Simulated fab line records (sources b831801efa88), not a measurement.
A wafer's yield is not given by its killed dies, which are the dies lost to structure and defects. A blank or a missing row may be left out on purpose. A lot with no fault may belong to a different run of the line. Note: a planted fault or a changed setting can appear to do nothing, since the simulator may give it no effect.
Matching of chambers :: flow gf180mcu :: pecvd-01 running GF_V3_CVD_02: 3 sister chambers
The step deposits SiO2 from TEOS, target thk 850 nm, time 94.851 s. 18 wafers are shown with their chamber, then 9 later ones without.

== WAFERS, EACH WITH ITS CHAMBER ==
wafer: L472.2
chamber: 1
heaterPowerW (W): 704

wafer: L472.4
chamber: 1
heaterPowerW (W): 720

wafer: L472.6
chamber: 2
heaterPowerW (W): 666

wafer: L474.2
chamber: 1
heaterPowerW (W): 614

wafer: L474.3
chamber: 2
heaterPowerW (W): 722

wafer: L474.6
chamber: 2
heaterPowerW (W): 561

wafer: L476.1
chamber: 0
heaterPowerW (W): 845

wafer: L476.5
chamber: 0
heaterPowerW (W): 841

wafer: L476.6
chamber: 2
heaterPowerW (W): 695

wafer: L477.1
chamber: 1
heaterPowerW (W): 743

wafer: L477.2
chamber: 0
heaterPowerW (W): 845

wafer: L477.3
chamber: 2
heaterPowerW (W): 695

wafer: L479.4
chamber: 2
heaterPowerW (W): 668

wafer: L479.5
chamber: 1
heaterPowerW (W): 670

wafer: L479.6
chamber: 0
heaterPowerW (W): 789

wafer: L486.1
chamber: 2
heaterPowerW (W): 654

wafer: L486.4
chamber: 2
heaterPowerW (W): 694

wafer: L486.5
chamber: 0
heaterPowerW (W): 876

SIGNATURES, as means of the wafers listed above
reading: heaterPowerW
chamber 0: 839.20
chamber 1: 690.20
chamber 2: 669.38
scatter within a chamber: 45.2
Rule: a wafer lies at a distance from a chamber equal to the root of the sum of squares, over the readings, of (its reading less the chamber's mean, divided by the reading's scatter). The wafer belongs to the nearest chamber; if the next one is less than 2 further off, it can't be placed. The scatter: take each reading less its chamber's mean, square it, sum over the shown wafers, divide by the number of wafers less the number of chambers, and take the root.

== WAFERS MISSING THEIR CHAMBER ==
wafer: L487.1
heaterPowerW (W): 616

wafer: L487.2
heaterPowerW (W): 678

wafer: L487.6
heaterPowerW (W): 865

wafer: L488.4
heaterPowerW (W): 632

wafer: L488.5
heaterPowerW (W): 621

wafer: L488.6
heaterPowerW (W): 872

wafer: L491.2
heaterPowerW (W): 587

wafer: L491.4
heaterPowerW (W): 640

wafer: L491.5
heaterPowerW (W): 679

== CHAMBER TAKEN BY EACH ==
wafer: L487.1
from the rows above: can't be placed: 2 or 1
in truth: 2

wafer: L487.2
from the rows above: can't be placed: 2 or 1
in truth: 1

wafer: L487.6
from the rows above: 0
in truth: 0

wafer: L488.4
from the rows above: can't be placed: 2 or 1
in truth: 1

wafer: L488.5
from the rows above: can't be placed: 2 or 1
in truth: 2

wafer: L488.6
from the rows above: 0
in truth: 0

wafer: L491.2
from the rows above: can't be placed: 2 or 1
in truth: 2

wafer: L491.4
from the rows above: can't be placed: 2 or 1
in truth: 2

wafer: L491.5
from the rows above: can't be placed: 2 or 1
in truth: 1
Correctly placed: 2 of 9. Can't be placed from these rows: 7 (the true chamber is among the candidates in 7). Placed wrongly: 0.
